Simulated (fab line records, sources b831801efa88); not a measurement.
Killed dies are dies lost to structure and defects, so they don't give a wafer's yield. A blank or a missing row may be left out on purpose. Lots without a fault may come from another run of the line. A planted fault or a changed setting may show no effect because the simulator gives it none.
fab line records | flow gf180mcu
record lots=5 wafers=15 last_day=33
route steps=602 shown M2@378 V2@382 M3@409
lots that met no fault: from a run of the same line without faults
start_h: hours from the record's first day to the start of the lot's first wafer shown | wait_h: hours since the lot's step before | " the same as in the row above | L1.1+2: a row that stands for several wafers | - no value, or no start given | * or withheld: withheld | < > ~ a bound
route shown NAME@n: a module of which the file shows steps, and the number in the route of the first | usual: mean/standard deviation of fault-free wafers | same: alike in all rows | chamber/n: place in a boat | sites: the reading at each site | _std_site: their standard deviation | _edge_site: outer sites' mean less inner sites' | radius_mm: how far each site lies from the wafer's centre | mask NAME#n: copy n | behind: the tool/chamber that last shaped the wafer | hold: why the lot was held/for how many hours/how that ended | device: the transistor (n, p or np) that didn't switch | end of line: the same wafers' tests at the end of the route | a step without rows: its recipe alone | killed: dies lost to structure and defects at the first sort, not the wafer's yield | map: a wafer's dies, x killed, . not, _ none there
set.NAME: the setting as run; set.NAME@STEP: as run at that earlier step | model.NAME: the simulator's own value behind a step, which no gauge read
lots at some steps of the route; a table a step, a row a wafer
services: from which hour (start_h, from the record's first day; less than 0 if before it) a tool's chamber was out of use, for how many hours, and why
## steps
# step GF_M2_METAL_ETCH_16
# recipe chemistry=Cl2/BCl3 mask_material=KrF target_depth_nm=627.5 stop_on=SiO2 pressure_mtorr=8 icp_w=800 bias_w=140 Cl2_flow_sccm=80 bcl3_flow_sccm=40 time_s=104.6
# usual chamber_pressure_mTorr=8.001/0.0078 drypump_motor_current_A=5.7/0.38 oes_product_au=0.976/0.0063 throttle_valve_pct=28.246/0.0098
# same time_s=104.6
# columns lot.wafer tool chamber start_h wait_h chamber_pressure_mTorr drypump_motor_current_A oes_product_au rf_hours_counter_h throttle_valve_pct
L082.1 rie_metal-03 0 511.46 0.0 8.005 5.4 0.980 8 28.247
L082.3 " 0 " " 8.004 5.4 0.971 - 28.237
L082.4 " 1 " " 7.998 5.9 0.976 - 28.244
L084.2 rie_metal-01 1 523.79 0.0 7.996 5.5 0.981 1 28.242
L084.3 " 0 " " 7.995 6.2 0.987 - 28.245
L084.4 " 1 " " 8.005 5.5 0.980 - 28.243
L087.2 rie_metal-02 0 553.56 0.0 7.996 5.1 0.975 4 28.241
L087.4 " 0 " " 7.998 5.1 0.977 - 28.268
L087.6 " 1 " " 7.994 5.8 0.977 - 28.250
L088.3 rie_metal-03 0 561.76 0.1 8.002 5.4 0.973 - 28.257
L088.4 " 1 " " 8.014 5.9 0.979 - 28.240
L088.5 " 0 " " 8.017 5.4 0.965 - 28.243
L092.1 rie_metal-03 1 601.44 0.0 8.007 5.9 0.988 4 28.238
L092.4 " 1 " " 7.998 5.9 0.978 - 28.242
L092.6 " 0 " " 8.006 5.4 0.982 - 28.224
# step GF_M2_STRIP_17
# recipe chemistry=O2/N2 power_w=1400 pressure_mtorr=1500 platen_temp_c=250 o2_flow_sccm=3000 n2_flow_sccm=300 overash_fraction=0.5
# usual chamber_pressure_mTorr=1500.0/1.3 drypump_motor_current_A=6.08/0.24 heater_power_w=347/35 oes_product_au=0.555/0.0049 strip_time_to_endpoint_s=7.84/0.045
# columns lot.wafer tool chamber start_h wait_h chamber_pressure_mTorr drypump_motor_current_A heater_power_w oes_product_au rf_hours_counter_h strip_time_to_endpoint_s
L082.1 plasma_asher-01 0 511.57 0.1 1500.9 6.44 378 0.552 90 7.85
L082.3 " 0 " " 1500.9 6.47 382 0.556 - 7.87
L082.4 " 1 " " 1500.1 5.62 379 0.553 - 7.82
L084.2 plasma_asher-02 0 523.91 0.1 1497.9 6.14 322 0.556 72 7.86
L084.3 " 0 " " 1499.6 6.12 327 0.557 - 7.88
L084.4 " 1 " " 1501.5 5.98 379 0.549 - 7.85
L087.2 plasma_asher-02 1 553.67 0.1 1500.0 6.00 385 0.558 75 7.86
L087.4 " 1 " " 1498.7 5.99 383 0.556 - 7.82
L087.6 " 1 " " 1499.4 5.98 372 0.556 - 7.84
L088.3 plasma_asher-01 0 561.87 0.1 1499.8 6.46 377 0.554 - 7.79
L088.4 " 1 " " 1498.1 5.65 381 0.550 - 7.72
L088.5 " 0 " " 1499.1 6.47 380 0.557 - 7.81
L092.1 plasma_asher-01 1 601.56 0.1 1499.8 5.59 383 0.555 100 7.81
L092.4 " 0 " " 1499.7 6.47 381 0.554 - 7.85
L092.6 " 0 " " 1499.6 6.50 386 0.556 - 7.87
# step GF_M2_STRIP_18
# recipe chemistry=post_etch_residue_remover time_s=1200 temp_c=72.5
# same time_s=1200
# columns lot.wafer tool chamber start_h wait_h
L082.1+3+4 wet_bench-03 2 511.67 0.1
L084.2+3+4 wet_bench-04 1 524.01 0.1
L087.2+4+6 wet_bench-03 3 553.77 0.1
L088.3+4+5 wet_bench-01 0 561.93 0.0
L092.1+4+6 wet_bench-01 1 601.66 0.1
# step GF_M2_CLEAN_19
# recipe chemistry=DIW dry=n2_spin
# columns lot.wafer tool chamber start_h wait_h
L082.1+3+4 wet_bench-01 3 512.02 0.0
L084.2+3+4 wet_bench-01 0 524.35 0.0
L087.2+4+6 wet_bench-04 0 554.12 0.0
L088.3+4+5 wet_bench-04 0 562.28 0.0
L092.1+4+6 wet_bench-03 2 602.00 0.0
# step GF_V2_CVD_00
# recipe material=SiO2 target_thk_nm=600 sigma_open_frac=0.3 temp_c=400 time_s=100 sih4_flow_sccm=60 pressure_mtorr=6
# usual pressure_mtorr=6.001/0.013 sih4_flow_sccm=59.99/0.17
# same time_s=100
# columns lot.wafer tool chamber start_h wait_h pressure_mtorr sih4_flow_sccm
L082.1 hdpcvd-01 0 512.11 0.0 6.007 59.97
L082.3 " 2 " " 6.011 59.95
L082.4 " 1 " " 5.987 60.04
L084.2 hdpcvd-01 0 524.44 0.0 5.994 59.86
L084.3 " 1 " " 6.001 59.98
L084.4 " 1 " " 5.987 59.81
L087.2 hdpcvd-02 1 554.21 0.0 5.991 59.59
L087.4 " 2 " " 6.000 59.82
L087.6 " 1 " " 6.020 59.64
L088.3 hdpcvd-02 2 562.37 0.0 6.010 59.93
L088.4 " 0 " " 5.991 60.19
L088.5 " 1 " " 6.012 59.64
L092.1 hdpcvd-01 0 602.09 0.0 5.993 60.12
L092.4 " 0 " " 5.981 60.28
L092.6 " 1 " " 6.032 60.28
# step GF_V2_THK_MEAS_01
# recipe reads=SiO2_of_V2_CVD_00
# usual V2_CVD_00_THK=600/7.2
# columns lot.wafer tool chamber start_h wait_h V2_CVD_00_THK[nm]
L082.1 film_metro-04 - 512.18 0.0 595
L082.3 " - " " 586
L082.4 " - " " 591
L084.2 film_metro-04 - 524.52 0.0 594
L084.3 " - " " 590
L084.4 " - " " 599
L087.2 film_metro-03 - 554.29 0.0 601
L087.4 " - " " 616
L087.6 " - " " 596
L088.3 film_metro-03 - 562.46 0.1 599
L088.4 " - " " 603
L088.5 " - " " 592
L092.1 film_metro-03 - 602.16 0.0 609
L092.4 " - " " 608
L092.6 " - " " 597
# step GF_V2_CVD_02
# recipe material=SiO2 target_thk_nm=850 precursor=TEOS temp_c=400 time_s=94.851 rf_w=600
# usual heater_power_w=684/77
# same time_s=94.851
# columns lot.wafer tool chamber start_h wait_h heater_power_w
L082.1 pecvd-01 1 512.24 0.1 821
L082.3 " 0 " " 732
L082.4 " 0 " " 590
L084.2 pecvd-03 0 524.57 0.0 790
L084.3 " 1 " " 604
L084.4 " 1 " " 642
L087.2 pecvd-04 2 554.34 0.0 828
L087.4 " 0 " " 628
L087.6 " 2 " " 685
L088.3 pecvd-04 0 562.50 0.0 545
L088.4 " 2 " " 675
L088.5 " 1 " " 723
L092.1 pecvd-01 0 602.22 0.1 688
L092.4 " 1 " " 797
L092.6 " 0 " " 756
# step GF_V2_THK_MEAS_03
# recipe reads=SiO2_of_V2_CVD_02
# usual V2_CVD_02_THK=852/13
# columns lot.wafer tool chamber start_h wait_h V2_CVD_02_THK[nm]
L082.1 film_metro-01 - 512.31 0.0 837
L082.3 " - " " 841
L082.4 " - " " 852
L084.2 film_metro-04 - 524.65 0.0 858
L084.3 " - " " 856
L084.4 " - " " 868
L087.2 film_metro-04 - 554.42 0.0 841
L087.4 " - " " 861
L087.6 " - " " 861
L088.3 film_metro-04 - 562.59 0.1 860
L088.4 " - " " 863
L088.5 " - " " 864
L092.1 film_metro-03 - 602.32 0.1 832
L092.4 " - " " 848
L092.6 " - " " 849
# step GF_V2_CMP_04
# recipe material=SiO2 down_force_psi=4 platen_rpm=60 pad_velocity_m_s=0.94248
# usual motor_current_A=11.9/0.92 time_to_endpoint_s=82/5.7
# columns lot.wafer tool chamber start_h wait_h motor_current_A time_to_endpoint_s
L082.1 cmp-01 2 512.42 0.1 11.9 75
L082.4 " 3 " " 12.3 76
L082.3 " 0 " " 11.6 75
L084.4 cmp-01 1 524.70 0.0 12.3 88
L084.3 " 3 " " 12.6 81
L084.2 " 0 " " 10.9 85
L087.4 cmp-02 2 554.52 0.1 11.3 91
L087.2 " 0 " " 14.0 83
L087.6 " 1 " " 10.4 93
L088.4 cmp-01 1 562.73 0.1 13.0 88
L088.3 " 2 " " 12.2 84
L088.5 " 3 " " 12.1 82
L092.4 cmp-02 2 602.38 0.0 11.6 73
L092.1 " 3 " " 12.0 73
L092.6 " 3 " " 11.6 80
# step GF_V2_BOW_MEAS_05
# recipe mode=bow
# usual V2_BOW=101/7.2
# columns lot.wafer tool chamber start_h wait_h V2_BOW[um]
L082.1 film_metro-04 - 512.67 0.2 94
L082.3 " - " " 109
L082.4 " - " " 106
L084.2 film_metro-03 - 525.02 0.1 110
L084.3 " - " " 97
L084.4 " - " " 103
L087.2 film_metro-01 - 554.79 0.1 107
L087.4 " - " " 108
L087.6 " - " " 93
L088.3 film_metro-04 - 562.97 0.1 111
L088.4 " - " " 112
L088.5 " - " " 107
L092.1 film_metro-03 - 602.68 0.2 101
L092.4 " - " " 90
L092.6 " - " " 103
# step GF_V2_DEHYDRATE_06
# recipe temp_c=200 time_s=60
# same time_s=60
# columns lot.wafer tool chamber start_h wait_h
L082.1+3+4 litho_track-04 0 523.94 11.2
L084.2+3+4 litho_track-04 0 536.06 11.0
L087.2+4+6 litho_track-01 0 565.24 10.4
L088.3+4+5 litho_track-04 0 573.69 10.7
L092.1+4+6 litho_track-04 0 612.09 9.4
# step GF_V2_HMDS_07
# recipe prime_time_s=60 prime_temp_c=120
# columns lot.wafer tool chamber start_h wait_h
L082.1+3+4 litho_track-04 0 524.09 0.1
L084.2+3+4 litho_track-04 0 536.21 0.1
L087.2+4+6 litho_track-01 0 565.39 0.1
L088.3+4+5 litho_track-04 0 573.84 0.1
L092.1+4+6 litho_track-04 0 612.24 0.1
# step GF_V2_COAT_08
# recipe resist=BARC temp_c=withheld time_s=withheld spin_rpm=withheld resist_thk_nm=withheld
# usual dispense_pressure_kPa=51.6/1.8
# columns lot.wafer tool chamber start_h wait_h dispense_pressure_kPa
L082.1 litho_track-04 0 524.24 0.1 52.2
L082.3 " 0 " " 52.2
L082.4 " 0 " " 52.2
L084.2 litho_track-04 0 536.36 0.1 52.3
L084.3 " 0 " " 52.3
L084.4 " 0 " " 52.2
L087.2 litho_track-01 0 565.54 0.1 48.9
L087.4 " 0 " " 49.0
L087.6 " 0 " " 48.9
L088.3 litho_track-04 0 573.99 0.1 52.2
L088.4 " 0 " " 52.2
L088.5 " 0 " " 52.3
L092.1 litho_track-04 0 612.39 0.1 52.2
L092.4 " 0 " " 52.2
L092.6 " 0 " " 52.2
# step GF_V2_COAT_09
# recipe resist=KrF spin_rpm=withheld resist_thk_nm=1000
# usual dispense_pressure_kPa=51.6/1.8
# columns lot.wafer tool chamber start_h wait_h dispense_pressure_kPa
L082.1 litho_track-04 0 - - 52.1
L082.3 " 0 " " 52.2
L082.4 " 0 " " 52.1
L084.2 litho_track-04 0 - - 52.1
L084.3 " 0 " " 52.1
L084.4 " 0 " " 52.2
L087.2 litho_track-01 0 - - 48.8
L087.4 " 0 " " 48.9
L087.6 " 0 " " 48.9
L088.3 litho_track-04 0 - - 52.2
L088.4 " 0 " " 52.2
L088.5 " 0 " " 52.2
L092.1 litho_track-04 0 - - 52.1
L092.4 " 0 " " 52.2
L092.6 " 0 " " 52.2
# step GF_V2_SOFTBAKE_10
# recipe temp_c=130 time_s=60 resist=KrF
# same time_s=60
# columns lot.wafer tool chamber start_h wait_h
L082.1+3+4 litho_track-04 0 - -
L084.2+3+4 litho_track-04 0 - -
L087.2+4+6 litho_track-01 0 - -
L088.3+4+5 litho_track-04 0 - -
L092.1+4+6 litho_track-04 0 - -
# step GF_V2_EXPOSE_11
# recipe mask_id=Via2 target_cd_nm=260 na=0.68 source_shape=conventional sigma_outer=0.6 dose_mj=38
# columns lot.wafer tool chamber start_h wait_h mask
L082.1+3+4 krf_scanner-02 0 - - Via2#0
L084.2+3+4 krf_scanner-01 0 - - Via2#0
L087.2+4+6 krf_scanner-02 0 - - Via2#0
L088.3+4+5 krf_scanner-02 0 - - Via2#0
L092.1+4+6 krf_scanner-01 0 - - Via2#0
# step GF_V2_PEB_12
# recipe peb_temp_c=135 peb_time_s=90 resist=KrF
# same peb_time_s=90
# columns lot.wafer tool chamber start_h wait_h
L082.1+3+4 litho_track-04 0 - -
L084.2+3+4 litho_track-02 0 - -
L087.2+4+6 litho_track-02 0 - -
L088.3+4+5 litho_track-02 0 - -
L092.1+4+6 litho_track-02 0 - -
# step GF_V2_DEVELOP_13
# recipe develop_time_s=60 resist=KrF dev_temp_c=21
# columns lot.wafer tool chamber start_h wait_h
L082.1+3+4 litho_track-04 0 535.89 0.2
L084.2+3+4 litho_track-02 0 547.99 0.2
L087.2+4+6 litho_track-02 0 576.74 0.2
L088.3+4+5 litho_track-02 0 584.36 0.1
L092.1+4+6 litho_track-02 0 623.11 0.2
# step GF_V2_CD_MEAS_14
# recipe target_cd_nm=260
# usual cd_nm=260.5/1.2
# columns lot.wafer tool chamber start_h wait_h cd_nm
L082.1 cd_sem-01 - 536.04 0.1 260.2
L082.3 " - " " 260.1
L082.4 " - " " 259.8
L084.2 cd_sem-01 - 548.13 0.1 260.6
L084.3 " - " " 259.6
L084.4 " - " " 259.5
L087.2 cd_sem-01 - 576.88 0.1 262.0
L087.4 " - " " 261.3
L087.6 " - " " 261.7
L088.3 cd_sem-01 - 584.64 0.2 261.4
L088.4 " - " " 261.2
L088.5 " - " " 260.7
L092.1 cd_sem-01 - 623.26 0.1 258.9
L092.4 " - " " 259.9
L092.6 " - " " 260.0
# step GF_V2_OVL_MEAS_15
# usual V2_OVL=-4/4.4
# columns lot.wafer tool chamber start_h wait_h V2_OVL[nm]
L082.1 overlay-01 - 536.16 0.1 1
L082.3 " - " " -2
L082.4 " - " " 4
L084.2 overlay-02 - 548.24 0.1 1
L084.3 " - " " -6
L084.4 " - " " -5
L087.2 overlay-01 - 576.99 0.1 -3
L087.4 " - " " -8
L087.6 " - " " 0
L088.3 overlay-02 - 584.73 0.1 -9
L088.4 " - " " -8
L088.5 " - " " -5
L092.1 overlay-01 - 623.38 0.1 -2
L092.4 " - " " 4
L092.6 " - " " -1
# step GF_V2_ETCH_16
# recipe chemistry=N2/H2 target_depth_a=withheld overetch_a=withheld time_s=withheld target=BARC ion_energy_ev=200 source_w=500 bias_w=100 pressure_mtorr=30 n2_flow_sccm=100 h2_flow_sccm=200
# usual chamber_pressure_mTorr=30.001/0.029 drypump_motor_current_A=5.7/0.33 oes_product_au=0.854/0.0042 throttle_valve_pct=13.224/0.0092
# columns lot.wafer tool chamber start_h wait_h chamber_pressure_mTorr drypump_motor_current_A oes_product_au throttle_valve_pct
L082.1 rie_diel-02 2 536.19 0.0 30.028 5.8 0.856 13.220
L082.3 " 3 " " 30.004 6.0 0.856 13.229
L082.4 " 0 " " 29.982 5.1 0.850 13.228
L084.2 rie_diel-04 3 548.27 0.0 29.942 5.6 0.862 13.234
L084.3 " 1 " " 29.994 5.8 0.857 13.205
L084.4 " 2 " " 30.006 6.1 0.862 13.201
L087.2 rie_diel-04 1 577.02 0.0 29.992 5.8 0.849 13.226
L087.4 " 0 " " 29.991 5.4 0.851 13.234
L087.6 " 0 " " 29.969 5.4 0.854 13.234
L088.3 rie_diel-04 2 584.75 0.0 29.972 6.0 0.850 13.234
L088.4 " 1 " " 29.993 5.8 0.858 13.231
L088.5 " 0 " " 29.974 5.4 0.850 13.246
L092.1 rie_diel-03 0 623.42 0.0 30.050 5.8 0.860 13.235
L092.4 " 3 " " 29.996 5.2 0.862 13.239
L092.6 " 0 " " 29.998 5.8 0.855 13.218
# step GF_V2_ETCH_17
# recipe chemistry=C4F8/O2/Ar mask_material=KrF target=SiO2 stop_on=TiN source_w=1500 bias_w=1200 pressure_mtorr=40 c4f8_flow_sccm=withheld O2_flow_sccm=6 Ar_flow_sccm=300 time_s=withheld target_depth_a=6300
# usual chamber_pressure_mTorr=40.00/0.038 oes_product_au=0.855/0.0046
# columns lot.wafer tool chamber start_h wait_h chamber_pressure_mTorr oes_product_au
L082.1 rie_diel-02 2 - - 40.03 0.849
L082.3 " 3 " " 39.99 0.850
L082.4 " 0 " " 40.03 0.859
L084.2 rie_diel-04 3 - - 39.98 0.853
L084.3 " 1 " " 40.05 0.855
L084.4 " 2 " " 40.05 0.854
L087.2 rie_diel-04 1 - - 40.08 0.856
L087.4 " 0 " " 39.97 0.848
L087.6 " 0 " " 40.00 0.868
L088.3 rie_diel-04 2 - - 40.01 0.847
L088.4 " 1 " " 39.93 0.857
L088.5 " 0 " " 39.99 0.853
L092.1 rie_diel-03 0 - - 40.07 0.853
L092.4 " 3 " " 39.99 0.859
L092.6 " 0 " " 40.06 0.853
# step GF_V2_STRIP_18
# recipe chemistry=O2/N2 power_w=1400 pressure_mtorr=1500 platen_temp_c=250 o2_flow_sccm=3000 n2_flow_sccm=300 overash_fraction=0.5
# usual chamber_pressure_mTorr=1500.1/1.2 drypump_motor_current_A=5.99/0.29 heater_power_w=347/35 oes_product_au=0.593/0.0057
# columns lot.wafer tool chamber start_h wait_h chamber_pressure_mTorr drypump_motor_current_A heater_power_w oes_product_au rf_hours_counter_h
L082.1 plasma_asher-01 1 536.32 - 1499.2 5.60 380 0.593 93
L082.3 " 0 " " 1500.4 6.50 378 0.596 -
L082.4 " 1 " " 1501.7 5.62 383 0.593 -
L084.2 plasma_asher-01 0 548.40 - 1499.9 6.45 380 0.584 94
L084.3 " 0 " " 1501.3 6.45 393 0.589 -
L084.4 " 1 " " 1500.0 5.63 370 0.594 -
L087.2 plasma_asher-03 0 577.15 - 1500.3 6.02 289 0.595 46
L087.4 " 1 " " 1500.2 5.65 327 0.582 -
L087.6 " 0 " " 1499.6 6.03 280 0.588 -
L088.3 plasma_asher-03 1 584.91 - 1498.2 5.70 316 0.593 -
L088.4 " 0 " " 1498.7 5.97 284 0.595 -
L088.5 " 0 " " 1498.9 5.95 296 0.586 -
L092.1 plasma_asher-01 0 623.55 - 1499.5 6.49 374 0.597 102
L092.4 " 0 " " 1501.3 6.51 379 0.590 -
L092.6 " 0 " " 1498.2 6.48 385 0.601 -
# step GF_V2_STRIP_19
# recipe chemistry=post_etch_residue_remover time_s=1200 temp_c=72.5
# same time_s=1200
# columns lot.wafer tool chamber start_h wait_h
L082.1+3+4 wet_bench-01 2 536.42 0.1
L084.2+3+4 wet_bench-03 2 548.50 0.1
L087.2+4+6 wet_bench-03 0 577.25 0.1
L088.3+4+5 wet_bench-01 3 584.98 0.0
L092.1+4+6 wet_bench-01 1 623.65 0.1
# step GF_V2_CLEAN_20
# recipe chemistry=DIW dry=n2_spin
# columns lot.wafer tool chamber start_h wait_h
L082.1+3+4 wet_bench-03 2 536.76 0.0
L084.2+3+4 wet_bench-01 0 548.84 0.0
L087.2+4+6 wet_bench-02 0 578.06 0.0
L088.3+4+5 wet_bench-01 1 585.32 0.0
L092.1+4+6 wet_bench-03 3 624.05 0.0
# step GF_V2_SPUTTER_21
# recipe material=Ti target_thk_nm=15 chamber_pressure_pa=5 power_w=2500 substrate_temp_c=200 time_s=80.02
# usual throttle_valve_pct=29.9/1
# same time_s=80.02
# columns lot.wafer tool chamber start_h wait_h throttle_valve_pct
L082.1 pvd_sputter-03 - 536.86 0.0 30.6
L082.3 " - " " 28.2
L082.4 " - " " 29.6
L084.2 pvd_sputter-04 - 548.93 0.0 30.2
L084.3 " - " " 31.3
L084.4 " - " " 29.6
L087.2 pvd_sputter-04 - 578.15 0.0 29.7
L087.4 " - " " 30.5
L087.6 " - " " 32.0
L088.3 pvd_sputter-02 - 585.41 0.0 30.7
L088.4 " - " " 29.4
L088.5 " - " " 28.9
L092.1 pvd_sputter-03 - 624.14 0.0 29.2
L092.4 " - " " 30.5
L092.6 " - " " 29.1
# step GF_V2_SPUTTER_22
# recipe material=TiN target_thk_nm=10 chamber_pressure_pa=5 power_w=4000 time_s=40
# usual throttle_valve_pct=29.9/0.98
# same time_s=40
# columns lot.wafer tool chamber start_h wait_h throttle_valve_pct
L082.1 pvd_sputter-03 - 536.92 0.0 30.6
L082.3 " - " " 28.3
L082.4 " - " " 29.5
L084.2 pvd_sputter-04 - 548.99 0.0 30.4
L084.3 " - " " 31.3
L084.4 " - " " 29.6
L087.2 pvd_sputter-04 - 578.21 0.0 30.0
L087.4 " - " " 30.1
L087.6 " - " " 32.2
L088.3 pvd_sputter-02 - 585.48 0.0 30.6
L088.4 " - " " 29.3
L088.5 " - " " 29.3
L092.1 pvd_sputter-03 - 624.21 0.0 29.4
L092.4 " - " " 30.5
L092.6 " - " " 29.4
# step GF_V2_CVD_23
# recipe material=W target_thk_nm=350 time_s=104.94 temp_c=400 pressure_torr=40
# usual heater_power_w=920/54
# same time_s=104.94
# columns lot.wafer tool chamber start_h wait_h heater_power_w
L082.1 cvd_w-01 0 536.96 0.0 884
L082.3 " 0 " " 874
L082.4 " 1 " " 927
L084.2 cvd_w-01 1 549.03 0.0 937
L084.3 " 1 " " 963
L084.4 " 0 " " 879
L087.2 cvd_w-02 0 578.25 0.0 1007
L087.4 " 0 " " 1019
L087.6 " 0 " " 983
L088.3 cvd_w-02 0 585.55 0.1 986
L088.4 " 1 " " 863
L088.5 " 0 " " 986
L092.1 cvd_w-01 0 624.24 0.0 882
L092.4 " 0 " " 886
L092.6 " 1 " " 941
# step GF_V2_RS_MEAS_24
# recipe thk_meas_gauge=four-point-probe reads=W_of_V2_CVD_23+TiN_of_V2_SPUTTER_22+Ti_of_V2_SPUTTER_21
# usual V2_W_RS=0.328/0.0036
# columns lot.wafer tool chamber start_h wait_h V2_W_RS[ohm/sq]
L082.1 film_metro-03 - 537.07 0.1 0.329
L082.3 " - " " 0.325
L082.4 " - " " 0.335
L084.2 film_metro-01 - 549.16 0.1 0.336
L084.3 " - " " 0.333
L084.4 " - " " 0.329
L087.2 film_metro-03 - 578.38 0.1 0.328
L087.4 " - " " 0.332
L087.6 " - " " 0.329
L088.3 film_metro-01 - 585.67 0.1 0.328
L088.4 " - " " 0.325
L088.5 " - " " 0.327
L092.1 film_metro-04 - 624.36 0.1 0.326
L092.4 " - " " 0.322
L092.6 " - " " 0.331
# step GF_V2_THK_MEAS_25
# recipe thk_meas_gauge=xrf reads=W_of_V2_CVD_23
# usual V2_W_THK=356/5.3
# columns lot.wafer tool chamber start_h wait_h V2_W_THK[nm]
L082.1 film_metro-03 - 537.19 0.1 355
L082.3 " - " " 359
L082.4 " - " " 347
L084.2 film_metro-01 - 549.27 0.1 350
L084.3 " - " " 355
L084.4 " - " " 359
L087.2 film_metro-03 - 578.49 0.1 354
L087.4 " - " " 348
L087.6 " - " " 351
L088.3 film_metro-01 - 585.77 0.1 362
L088.4 " - " " 363
L088.5 " - " " 361
L092.1 film_metro-04 - 624.48 0.1 360
L092.4 " - " " 368
L092.6 " - " " 356
# step GF_V2_CMP_26
# recipe stop_on=SiO2 down_force_psi=3.5 platen_rpm=60 t_overpolish_s=15 target_thk_nm=0 pad_velocity_m_s=0.94248
# usual motor_current_A=11.0/0.9 overpolish_run_s=15.001/0.0089 time_to_endpoint_s=84/3.5
# columns lot.wafer tool chamber start_h wait_h motor_current_A overpolish_run_s time_to_endpoint_s
L082.3 cmp-02 3 537.25 0.0 10.7 14.995 88
L082.4 " 0 " " 11.6 15.010 89
L082.1 " 1 " " 9.8 15.012 88
L084.2 cmp-01 0 549.32 0.0 10.0 14.991 79
L084.3 " 1 " " 12.5 14.998 82
L084.4 " 3 " " 11.6 15.009 77
L087.4 cmp-01 1 580.88 2.4 12.5 15.004 88
L087.2 " 3 " " 11.7 15.017 85
L087.6 " 1 " " 12.3 15.014 87
L088.3 cmp-01 0 585.86 0.1 9.9 15.006 84
L088.4 " 1 " " 12.2 15.009 84
L088.5 " 0 " " 9.2 15.000 83
L092.4 cmp-02 3 624.54 0.0 11.1 14.994 84
L092.1 " 0 " " 12.6 15.002 89
L092.6 " 0 " " 12.4 15.008 82
# step GF_M3_SPUTTER_00
# recipe material=Ti target_thk_nm=37.5 arriving_ion_energy_ev=80 substrate_temp_c=200 chamber_pressure_pa=2 power_w=4000 time_s=150
# usual throttle_valve_pct=30.1/0.76
# same time_s=150
# columns lot.wafer tool chamber start_h wait_h throttle_valve_pct
L082.1 pvd_sputter-01 - 537.55 0.1 30.0
L082.3 " - " " 29.2
L082.4 " - " " 30.0
L084.2 pvd_sputter-01 - 549.62 0.2 30.4
L084.3 " - " " 29.9
L084.4 " - " " 29.3
L087.2 pvd_sputter-02 - 581.18 0.1 30.8
L087.4 " - " " 29.3
L087.6 " - " " 29.7
L088.3 pvd_sputter-01 - 586.11 0.2 30.4
L088.4 " - " " 30.2
L088.5 " - " " 29.1
L092.1 pvd_sputter-01 - 624.84 0.2 30.0
L092.4 " - " " 30.3
L092.6 " - " " 29.8
# step GF_M3_SPUTTER_01
# recipe material=TiN target_thk_nm=30 power_w=6500 time_s=25 chamber_pressure_pa=0.4
# usual throttle_valve_pct=30.2/0.75
# same time_s=25
# columns lot.wafer tool chamber start_h wait_h throttle_valve_pct
L082.1 pvd_sputter-01 - 537.65 0.1 29.9
L082.3 " - " " 29.3
L082.4 " - " " 30.0
L084.2 pvd_sputter-01 - 549.72 0.1 30.2
L084.3 " - " " 30.0
L084.4 " - " " 29.3
L087.2 pvd_sputter-02 - 581.28 0.1 30.7
L087.4 " - " " 29.3
L087.6 " - " " 29.4
L088.3 pvd_sputter-01 - 586.21 0.1 30.6
L088.4 " - " " 30.1
L088.5 " - " " 29.3
L092.1 pvd_sputter-01 - 624.94 0.1 29.9
L092.4 " - " " 30.3
L092.6 " - " " 29.6
# step GF_M3_SPUTTER_02
# recipe material=AlCu target_thk_nm=450 power_w=10600 time_s=23.9 chamber_pressure_pa=0.4
# usual throttle_valve_pct=30.1/0.76
# same time_s=23.9
# columns lot.wafer tool chamber start_h wait_h throttle_valve_pct
L082.1 pvd_sputter-01 - 537.68 0.0 30.0
L082.3 " - " " 29.6
L082.4 " - " " 30.0
L084.2 pvd_sputter-01 - 549.75 0.0 30.2
L084.3 " - " " 29.8
L084.4 " - " " 29.3
L087.2 pvd_sputter-02 - 581.31 0.0 30.7
L087.4 " - " " 28.8
L087.6 " - " " 29.6
L088.3 pvd_sputter-01 - 586.24 0.0 30.7
L088.4 " - " " 29.8
L088.5 " - " " 29.3
L092.1 pvd_sputter-01 - 624.98 0.0 29.8
L092.4 " - " " 30.3
L092.6 " - " " 30.0
# step GF_M3_SPUTTER_03
# recipe material=Ti target_thk_nm=10 substrate_temp_c=300 chamber_pressure_pa=0.3 power_w=3000 time_s=6.7
# usual throttle_valve_pct=30.1/0.75
# same time_s=6.7
# columns lot.wafer tool chamber start_h wait_h throttle_valve_pct
L082.1 pvd_sputter-01 - 537.71 0.0 30.2
L082.3 " - " " 29.2
L082.4 " - " " 30.0
L084.2 pvd_sputter-01 - 549.78 0.0 30.3
L084.3 " - " " 30.1
L084.4 " - " " 29.3
L087.2 pvd_sputter-02 - 581.34 0.0 30.4
L087.4 " - " " 29.1
L087.6 " - " " 29.4
L088.3 pvd_sputter-01 - 586.27 0.0 30.5
L088.4 " - " " 29.9
L088.5 " - " " 29.4
L092.1 pvd_sputter-01 - 625.01 0.0 29.8
L092.4 " - " " 30.4
L092.6 " - " " 29.6
# step GF_M3_SPUTTER_04
# recipe material=TiN target_thk_nm=50 power_w=6500 time_s=41.7 chamber_pressure_pa=0.4
# usual throttle_valve_pct=30.1/0.73
# same time_s=41.7
# columns lot.wafer tool chamber start_h wait_h throttle_valve_pct
L082.1 pvd_sputter-01 - 537.73 0.0 29.8
L082.3 " - " " 29.5
L082.4 " - " " 30.0
L084.2 pvd_sputter-01 - 549.80 0.0 30.5
L084.3 " - " " 29.9
L084.4 " - " " 29.5
L087.2 pvd_sputter-02 - 581.36 0.0 30.8
L087.4 " - " " 29.1
L087.6 " - " " 29.6
L088.3 pvd_sputter-01 - 586.29 0.0 30.2
L088.4 " - " " 29.9
L088.5 " - " " 29.1
L092.1 pvd_sputter-01 - 625.03 0.0 29.8
L092.4 " - " " 30.3
L092.6 " - " " 29.5
## services
# columns tool chamber start_h hours kind
pvd_sputter-03 - 490.86 3.0 repair
rie_diel-04 2 491.83 2.8 repair
pvd_sputter-03 - 499.08 2.6 repair
cvd_w-01 0 502.74 6.7 repair
pvd_sputter-01 - 506.24 3.5 repair
hdpcvd-01 - 539.25 15.0 pm
pvd_sputter-01 - 540.95 2.3 repair
pvd_sputter-03 - 545.72 1.7 repair
krf_scanner-02 - 557.44 1.0 pm
plasma_asher-01 - 567.40 2.2 repair
cmp-01 - 570.05 8.1 pm
cmp-02 - 572.05 4.0 pm
krf_scanner-02 - 572.88 1.4 repair
cmp-02 - 574.46 6.4 repair
cmp-01 - 581.18 4.3 pm
rie_diel-04 0 587.92 4.9 repair
rie_metal-03 - 599.82 0.3 repair
krf_scanner-02 - 604.44 11.6 pm
cvd_w-01 - 604.48 1.2 repair
rie_diel-04 0 606.90 4.9 repair
cmp-01 - 609.97 1.6 repair
cmp-01 - 611.00 0.5 repair
rie_diel-04 - 612.33 0.7 repair
krf_scanner-02 - 617.29 0.8 pm
## key
fault none
